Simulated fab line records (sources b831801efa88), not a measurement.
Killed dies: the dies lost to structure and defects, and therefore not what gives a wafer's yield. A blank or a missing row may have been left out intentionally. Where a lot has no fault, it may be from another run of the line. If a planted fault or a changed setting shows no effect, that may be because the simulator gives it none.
fab line records -- flow sky130 -- part 2 of 2: steps 26 to 37 of 37
record lots=5, wafers=15, last_day=49
route steps=708 shown VT_ADJUST_HVTR@131 VT_ADJUST_PCH@143 SONOS_TUNNEL@154
lots that met no fault: taken from a fault-free run of the same line
start_h: hours from the record's first day to the start of the lot's first wafer shown -- wait_h: hours since the lot's step before -- " identical to the entry in the row above -- L1.1+2: a row that stands for several wafers -- - value missing, or start not given -- * or withheld: withheld -- < > ~ a bound
route shown NAME@n: a module of which the file shows steps, and the number in the route of the first -- usual: the fault-free wafers' mean and standard deviation -- same: alike in all rows -- chamber/n: place in a boat -- sites: the reading at each site -- _std_site: the standard deviation of these -- _edge_site: mean of outer sites minus mean of inner sites -- radius_mm: for every site, how far away it sits from the centre of the wafer -- mask NAME#n: copy n -- behind: the last tool/chamber to shape the wafer -- hold: why the lot was held/for how many hours/how that ended -- device: names the non-switching transistor (n, p or np) -- end of line: at the end of the route, the tests of the same wafers -- for a step that has no rows: nothing shown but its recipe -- killed: at the first sort, the dies lost to defects and structure; wafer yield is something else -- map: a wafer's dies, marking killed ones x, the rest . and places with no die _
set.NAME: setting as actually run; set.NAME@STEP: the setting as run at that earlier step -- model.NAME: the simulator's own value behind a step, which no gauge read
lots at some steps of the route; a table a step, a row a wafer
services: from which hour (start_h, from the record's first day; less than 0 if before it) a tool's chamber was out of use, for how many hours, and why
## steps
# step SKY_SONOS_TUNNEL_COAT_02
# recipe resist=NOVOLAK, spin_rpm=3000, resist_thk_nm=1140
# usual dispense_pressure_kPa=53.2/2.7, exhaust_pa=45.3/0.87
lot.wafer,tool,chamber,start_h,wait_h,dispense_pressure_kPa,exhaust_pa
L079.4,litho_track-03,0,270.74,0.1,50.7,45.4
L079.5,litho_track-03,0,270.74,0.1,50.8,44.0
L079.6,litho_track-03,0,270.74,0.1,50.8,44.9
L080.2,litho_track-03,0,275.89,0.1,50.8,46.0
L080.3,litho_track-03,0,275.89,0.1,50.8,46.1
L080.5,litho_track-03,0,275.89,0.1,50.8,46.8
L083.1,litho_track-04,0,296.53,0.1,57.7,46.2
L083.5,litho_track-04,0,296.53,0.1,57.7,43.9
L083.6,litho_track-04,0,296.53,0.1,57.7,44.0
L085.2,litho_track-01,0,316.75,0.1,52.2,45.9
L085.4,litho_track-01,0,316.75,0.1,52.2,45.7
L085.5,litho_track-01,0,316.75,0.1,52.2,45.9
L095.2,litho_track-01,0,389.60,0.1,52.2,43.9
L095.3,litho_track-01,0,389.60,0.1,52.2,45.4
L095.4,litho_track-01,0,389.60,0.1,52.2,44.6
# step SKY_SONOS_TUNNEL_SOFTBAKE_03
# recipe temp_c=90, time_s=60, resist=NOVOLAK
# usual exhaust_pa=45.2/0.93
# same time_s=60
lot.wafer,tool,chamber,start_h,wait_h,exhaust_pa
L079.4,litho_track-03,0,270.89,0.1,45.4
L079.5,litho_track-03,0,270.89,0.1,45.7
L079.6,litho_track-03,0,270.89,0.1,46.0
L080.2,litho_track-03,0,276.04,0.1,44.8
L080.3,litho_track-03,0,276.04,0.1,46.9
L080.5,litho_track-03,0,276.04,0.1,46.7
L083.1,litho_track-04,0,296.68,0.1,45.8
L083.5,litho_track-04,0,296.68,0.1,46.6
L083.6,litho_track-04,0,296.68,0.1,45.9
L085.2,litho_track-01,0,316.90,0.1,45.1
L085.4,litho_track-01,0,316.90,0.1,43.6
L085.5,litho_track-01,0,316.90,0.1,44.6
L095.2,litho_track-01,0,389.75,0.1,43.6
L095.3,litho_track-01,0,389.75,0.1,44.8
L095.4,litho_track-01,0,389.75,0.1,44.9
# step SKY_SONOS_TUNNEL_EXPOSE_04
# recipe mask_id=TUNM, na=0.6, source_shape=conventional, sigma_outer=0.6, polarization=unpolarized, target_cd_nm=410, dose_mj=136
# same na=0.6
lot.wafer,tool,chamber,start_h,wait_h,mask
L079.4+5+6,iline_stepper-01,0,-,-,TUNM#0
L080.2+3+5,iline_stepper-01,0,-,-,TUNM#0
L083.1+5+6,iline_stepper-02,0,-,-,TUNM#0
L085.2+4+5,iline_stepper-02,0,-,-,TUNM#0
L095.2+3+4,iline_stepper-02,0,-,-,TUNM#0
# step SKY_SONOS_TUNNEL_PEB_05
# recipe temp_c=withheld, time_s=*, resist=NOVOLAK
# usual exhaust_pa=45.1/0.96
# same time_s=*
lot.wafer,tool,chamber,start_h,wait_h,exhaust_pa
L079.4,litho_track-01,0,-,-,44.6
L079.5,litho_track-01,0,-,-,44.6
L079.6,litho_track-01,0,-,-,44.6
L080.2,litho_track-01,0,-,-,45.3
L080.3,litho_track-01,0,-,-,44.3
L080.5,litho_track-01,0,-,-,46.6
L083.1,litho_track-01,0,-,-,44.7
L083.5,litho_track-01,0,-,-,43.3
L083.6,litho_track-01,0,-,-,45.2
L085.2,litho_track-04,0,-,-,45.4
L085.4,litho_track-04,0,-,-,45.5
L085.5,litho_track-04,0,-,-,46.8
L095.2,litho_track-01,0,-,-,45.8
L095.3,litho_track-01,0,-,-,46.0
L095.4,litho_track-01,0,-,-,45.1
# step SKY_SONOS_TUNNEL_DEVELOP_06
# recipe resist=NOVOLAK, developer=TMAH, develop_time_s=60, dev_temp_c=23
# usual developer_temp_C=22.99/0.12, exhaust_pa=44.7/0.83
lot.wafer,tool,chamber,start_h,wait_h,developer_temp_C,exhaust_pa
L079.4,litho_track-01,0,282.20,0.1,22.91,46.1
L079.5,litho_track-01,0,282.20,0.1,22.98,43.9
L079.6,litho_track-01,0,282.20,0.1,22.78,44.6
L080.2,litho_track-01,0,288.15,0.1,23.08,46.0
L080.3,litho_track-01,0,288.15,0.1,23.09,44.1
L080.5,litho_track-01,0,288.15,0.1,23.16,44.0
L083.1,litho_track-01,0,309.12,0.1,23.12,43.5
L083.5,litho_track-01,0,309.12,0.1,23.10,45.3
L083.6,litho_track-01,0,309.12,0.1,23.03,44.1
L085.2,litho_track-04,0,329.15,0.1,22.91,44.8
L085.4,litho_track-04,0,329.15,0.1,22.91,44.7
L085.5,litho_track-04,0,329.15,0.1,22.99,46.4
L095.2,litho_track-01,0,404.45,0.1,23.01,44.8
L095.3,litho_track-01,0,404.45,0.1,23.08,44.7
L095.4,litho_track-01,0,404.45,0.1,22.86,45.4
# step SKY_SONOS_TUNNEL_CD_MEAS_07
# recipe target_cd_nm=410
# usual cd_nm=411.1/2
lot.wafer,tool,chamber,start_h,wait_h,cd_nm
L079.4,cd_sem-01,-,282.33,0.1,411.4
L079.5,cd_sem-01,-,282.33,0.1,414.1
L079.6,cd_sem-01,-,282.33,0.1,411.8
L080.2,cd_sem-02,-,288.29,0.1,409.4
L080.3,cd_sem-02,-,288.29,0.1,411.9
L080.5,cd_sem-02,-,288.29,0.1,411.8
L083.1,cd_sem-01,-,309.27,0.1,411.3
L083.5,cd_sem-01,-,309.27,0.1,410.5
L083.6,cd_sem-01,-,309.27,0.1,411.9
L085.2,cd_sem-01,-,329.30,0.1,407.5
L085.4,cd_sem-01,-,329.30,0.1,406.1
L085.5,cd_sem-01,-,329.30,0.1,407.2
L095.2,cd_sem-02,-,404.59,0.1,411.1
L095.3,cd_sem-02,-,404.59,0.1,410.8
L095.4,cd_sem-02,-,404.59,0.1,410.1
# step SKY_SONOS_TUNNEL_OVL_MEAS_08
# usual SONOS_TUNNEL_OVL=0.6/1.3
lot.wafer,tool,chamber,start_h,wait_h,SONOS_TUNNEL_OVL[nm]
L079.4,overlay-02,-,282.41,0.1,3.3
L079.5,overlay-02,-,282.41,0.1,3.5
L079.6,overlay-02,-,282.41,0.1,2.2
L080.2,overlay-01,-,288.40,0.1,2.6
L080.3,overlay-01,-,288.40,0.1,2.9
L080.5,overlay-01,-,288.40,0.1,3.2
L083.1,overlay-02,-,309.39,0.1,1.8
L083.5,overlay-02,-,309.39,0.1,1.3
L083.6,overlay-02,-,309.39,0.1,2.0
L085.2,overlay-01,-,329.40,0.1,1.5
L085.4,overlay-01,-,329.40,0.1,-0.1
L085.5,overlay-01,-,329.40,0.1,-0.3
L095.2,overlay-02,-,404.70,0.1,1.0
L095.3,overlay-02,-,404.70,0.1,2.3
L095.4,overlay-02,-,404.70,0.1,-0.3
# step SKY_SONOS_TUNNEL_IMPLANT_09
# recipe species=B, energy_kev=20, dose_cm2=1e+12, tilt_deg=withheld
lot.wafer,tool,chamber,start_h,wait_h
L079.4+5+6,implanter-04,0,282.50,0.1
L080.2+3+5,implanter-02,0,288.45,0.0
L083.1+5+6,implanter-01,0,309.43,0.0
L085.2+4+5,implanter-02,0,329.46,0.0
L095.2+3+4,implanter-02,0,404.75,0.0
# step SKY_SONOS_TUNNEL_WET_ETCH_10
# recipe chemistry=dHF, target_depth_nm=14, target=SiO2, dilution=100:1, temp_c=25, time_s=280
# same time_s=280
lot.wafer,tool,chamber,start_h,wait_h
L079.4+5+6,wet_bench-04,1,282.58,0.1
L080.2+3+5,wet_bench-01,0,288.58,0.1
L083.1+5+6,wet_bench-02,0,309.58,0.1
L085.2+4+5,wet_bench-02,3,329.58,0.1
L095.2+3+4,wet_bench-04,3,404.88,0.1
# step SKY_SONOS_TUNNEL_STRIP_11
# recipe chemistry=SPM, time_s=600, temp_c=130
# same time_s=600
lot.wafer,tool,chamber,start_h,wait_h
L079.4+5+6,wet_bench-01,1,282.66,0.0
L080.2+3+5,wet_bench-01,1,288.67,0.0
L083.1+5+6,wet_bench-01,3,309.66,0.0
L085.2+4+5,wet_bench-01,3,329.67,0.0
L095.2+3+4,wet_bench-02,0,404.96,0.0
# step SKY_SONOS_TUNNEL_TW_MEAS_12
# usual SONOS_TUNNEL_TW=197.1/1.3
lot.wafer,tool,chamber,start_h,wait_h,SONOS_TUNNEL_TW
L079.4,film_metro-03,-,282.87,0.0,197.2
L079.5,film_metro-03,-,282.87,0.0,197.4
L079.6,film_metro-03,-,282.87,0.0,195.8
L080.2,film_metro-04,-,288.87,0.0,197.0
L080.3,film_metro-04,-,288.87,0.0,197.2
L080.5,film_metro-04,-,288.87,0.0,195.6
L083.1,film_metro-03,-,309.84,0.0,196.1
L083.5,film_metro-03,-,309.84,0.0,196.0
L083.6,film_metro-03,-,309.84,0.0,196.8
L085.2,film_metro-02,-,329.85,0.0,197.8
L085.4,film_metro-02,-,329.85,0.0,197.5
L085.5,film_metro-02,-,329.85,0.0,199.5
L095.2,film_metro-03,-,405.15,0.0,196.8
L095.3,film_metro-03,-,405.15,0.0,197.9
L095.4,film_metro-03,-,405.15,0.0,197.1
# step SKY_SONOS_TUNNEL_CLEAN_13
# recipe chemistry=dHF, time_s=20, dilution=100:1, dry=ipa_marangoni
# same time_s=20
lot.wafer,tool,chamber,start_h,wait_h
L079.4+5+6,wet_bench-02,1,282.90,0.0
L080.2+3+5,wet_bench-04,2,288.92,0.0
L083.1+5+6,wet_bench-02,0,309.90,0.1
L085.2+4+5,wet_bench-02,0,329.90,0.0
L095.2+3+4,wet_bench-04,3,405.20,0.0
## services
tool,chamber,start_h,hours,kind
iline_stepper-02,-,220.34,1.7,pm
implanter-04,-,223.69,1.8,repair
wet_bench-02,-,233.92,11.9,repair
iline_stepper-02,-,240.53,8.9,pm
implanter-02,-,244.37,4.0,repair
implanter-03,-,244.53,11.1,pm
implanter-02,-,245.21,1.7,repair
plasma_asher-01,-,262.23,5.1,repair
implanter-02,-,267.84,4.0,pm
plasma_asher-03,-,273.48,0.4,repair
iline_stepper-01,-,276.49,2.1,pm
implanter-04,-,277.15,3.6,repair
implanter-04,-,284.09,1.8,repair
wet_bench-02,-,286.90,1.8,repair
implanter-03,-,295.72,2.9,repair
implanter-04,-,298.45,3.3,repair
implanter-04,-,302.54,3.5,repair
iline_stepper-01,-,307.06,11.4,repair
plasma_asher-01,-,321.18,0.5,repair
iline_stepper-01,-,331.09,1.7,pm
implanter-04,-,336.14,25.6,repair
iline_stepper-01,-,355.30,11.9,repair
plasma_asher-03,-,367.90,11.1,repair
implanter-02,-,375.42,3.0,repair
